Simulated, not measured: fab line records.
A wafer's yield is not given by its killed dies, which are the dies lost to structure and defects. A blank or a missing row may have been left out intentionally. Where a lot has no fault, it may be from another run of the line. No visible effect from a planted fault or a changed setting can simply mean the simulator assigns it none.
Chamber matching	flow gf180mcu	4 sister chambers for GF_V5_CMP_04 on cmp-01
The step polishes SiO2. 8 wafers are shown with their chamber, then 9 later ones without.

## EACH WAFER AND ITS CHAMBER
wafer	chamber	motor-current-A (A)	retaining-ring-pressure-frac
L641.5	0	13.0	1.001
L649.2	3	12.6	0.994
L649.6	1	11.2	0.995
L648.1	1	11.3	1.005
L648.5	3	13.3	0.996
L651.1	0	13.0	1.001
L651.4	2	11.0	1.005
L651.5	2	10.9	1.000

## WAFERS MISSING THEIR CHAMBER
wafer	motor-current-A (A)	retaining-ring-pressure-frac
L652.4	12.7	1.003
L652.5	11.2	1.000
L652.6	10.5	1.000
L653.1	14.1	0.996
L653.3	10.3	1.003
L653.4	12.1	1.000
L655.3	13.4	1.002
L655.5	13.4	0.997
L655.6	10.5	1.002

## CHAMBER TAKEN BY EACH
wafer	from the rows above	in truth
L652.4	can't be placed: 0 or 3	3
L652.5	can't be placed: 1 or 2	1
L652.6	can't be placed: 2 or 1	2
L653.1	can't be placed: 0 or 3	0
L653.3	can't be placed: 2 or 1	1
L653.4	can't be placed: 1 or 0 or 3 or 2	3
L655.3	can't be placed: 0 or 3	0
L655.5	can't be placed: 3 or 0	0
L655.6	can't be placed: 2 or 1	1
Placed correctly: 0 of 9. From these rows, 9 cannot be placed; in 9 the true chamber is one of the candidates. Number placed wrongly: 0.
How it was worked out, from the rows above alone: a wafer's distance from a chamber is the root of the sum, over the readings, of the square of ((its reading less the chamber's mean) divided by the reading's scatter). If the next closest chamber is less than 2 further off than the closest, the wafer can't be placed; otherwise it belongs to the closest. Each chamber's mean is taken over the wafers shown for it. The scatter is the square root of a quotient: the sum, over the shown wafers, of each reading's squared deviation from its chamber's mean, divided by wafers minus chambers.
